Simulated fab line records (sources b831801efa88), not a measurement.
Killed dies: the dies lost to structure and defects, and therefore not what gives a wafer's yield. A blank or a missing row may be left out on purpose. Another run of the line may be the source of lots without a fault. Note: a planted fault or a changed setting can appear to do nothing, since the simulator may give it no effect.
The tool behind it: which one? | flow gf180mcu | Sampling: 12 lots, 36 wafers, 2 of 602 route steps

WHAT THE GAUGES READ, wafer by wafer
GF_V2_RS_MEAS_24: uses a four-point probe to measure.
lot  | measured     | on            | V2_W_RS (ohm/sq)
L075 | day 20 18:28 | film metro-01 | 0.328 0.330 0.328
L076 | day 21 06:25 | film metro-01 | 0.323 0.331 0.321
L079 | day 22 01:22 | film metro-04 | 0.321 0.324 0.327
L081 | day 22 14:12 | film metro-01 | 0.333 0.332 0.328
L083 | day 23 16:58 | film metro-03 | 0.320 0.328 0.326
L085 | day 23 22:33 | film metro-03 | 0.322 0.331 0.328
L087 | day 24 21:44 | film metro-03 | 0.335 0.332 0.330
L089 | day 25 09:08 | film metro-04 | 0.322 0.329 0.329
L091 | day 26 05:19 | film metro-04 | 0.329 0.330 0.320
L093 | day 26 19:03 | film metro-04 | 0.328 0.327 0.332
L096 | day 27 21:48 | film metro-03 | 0.330 0.332 0.328
L097 | day 28 04:40 | film metro-01 | 0.328 0.334 0.330

WHAT TOOL EACH LOT RAN ON (gives the tool, then ch and the chambers of the sampled wafers, and finally the start)
lot  | GF_V1_CMP_04
L075 | cmp-02 ch 0,1,3, day 17 14:57
L076 | cmp-01 ch 0,1,3, day 18 02:04
L079 | cmp-02 ch 2,3, day 18 21:14
L081 | cmp-01 ch 0,1,2, day 19 12:41
L083 | cmp-01 ch 0,1,2, day 20 15:28
L085 | cmp-02 ch 0,2,3, day 20 20:36
L087 | cmp-01 ch 0,2,3, day 21 21:05
L089 | cmp-02 ch 0,2,3, day 22 09:22
L091 | cmp-01 ch 0,2,3, day 23 06:07
L093 | cmp-02 ch 0,2,3, day 23 21:40
L096 | cmp-02 ch 0,1,2, day 25 00:52
L097 | cmp-02 ch 2,3, day 25 09:56
- GF_V1_CMP_04: polishes SiO2.

THE ANSWER, worked out from the rows above alone
Rule: usual is defined by the lots themselves. Put in order of their means at a reading, lots are off if they are a third of the lots or fewer, leave a main group of 4 or more, and stand apart from it by a gap of 3 or more times the standard deviation of the main group's means; of several such gaps the widest counts. A main group whose means are all the same, to the digits that the tables above print for the reading, isn't used. Also off: a lot with no number at a reading for which 4 or more lots have one. Where the step has rows for the other lots, those lots are counted as sound.
Across all readings shown, no lot is off: no conclusion can be drawn from this.

WHAT THE SIMULATOR PUT IN
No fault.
